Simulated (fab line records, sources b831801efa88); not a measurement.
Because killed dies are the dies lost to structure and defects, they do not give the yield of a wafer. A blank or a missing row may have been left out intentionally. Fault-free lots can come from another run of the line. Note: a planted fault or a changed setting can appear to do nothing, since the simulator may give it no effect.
The tool behind it: which one? + flow gf180mcu + 12 lots (36 wafers sampled), 1 step of a 602-step route

== WHAT THE GAUGES SHOWED, per wafer ==
GF_CONTACT_THK_MEAS_01.
| lot  | measured     | on            | CONTACT_CVD_00_THK (nm) |
|------|--------------|---------------|-------------------------|
| L075 | day 15 11:02 | film metro-01 | 296.4 297.3 296.0       |
| L077 | day 16 04:04 | film metro-02 | 297.5 296.5 297.8       |
| L079 | day 16 20:29 | film metro-04 | 296.5 298.0 299.5       |
| L081 | day 17 17:25 | film metro-02 | 300.3 297.2 298.3       |
| L083 | day 18 11:04 | film metro-01 | 300.0 297.8 301.3       |
| L085 | day 19 01:15 | film metro-02 | 296.7 297.2 298.5       |
| L087 | day 19 17:09 | film metro-01 | 299.1 298.1 295.2       |
| L090 | day 21 09:13 | film metro-04 | 299.7 302.0 297.1       |
| L091 | day 21 11:53 | film metro-04 | 301.2 296.7 297.7       |
| L093 | day 21 18:15 | film metro-01 | 296.6 297.1 295.2       |
| L095 | day 22 23:01 | film metro-04 | 299.4 300.1 300.9       |
| L097 | day 23 19:04 | film metro-02 | 302.4 297.4 298.5       |

== EACH LOT AND THE TOOL THAT RAN IT (in order: tool; ch and the chambers of the sampled wafers; start) ==
The record shows no process step preceding these readings.

== THE ANSWER, worked out from the rows above alone ==
Rule: what is usual is taken from the lots themselves. The widest of any qualifying gaps counts: lots, ordered by their means at a reading, are off when they make up no more than a third of the lots, leave a main group of 4 or more, and stand apart from it by 3 or more times the standard deviation of that group's means. A main group whose means are all the same, to the digits that the tables above print for the reading, isn't used. Also off: a lot with no number at a reading for which 4 or more lots have one. The other lots that the step has rows for count as sound.
Across all readings shown, no lot is off: no conclusion can be drawn from this.

== WHAT THE SIMULATOR PUT IN ==
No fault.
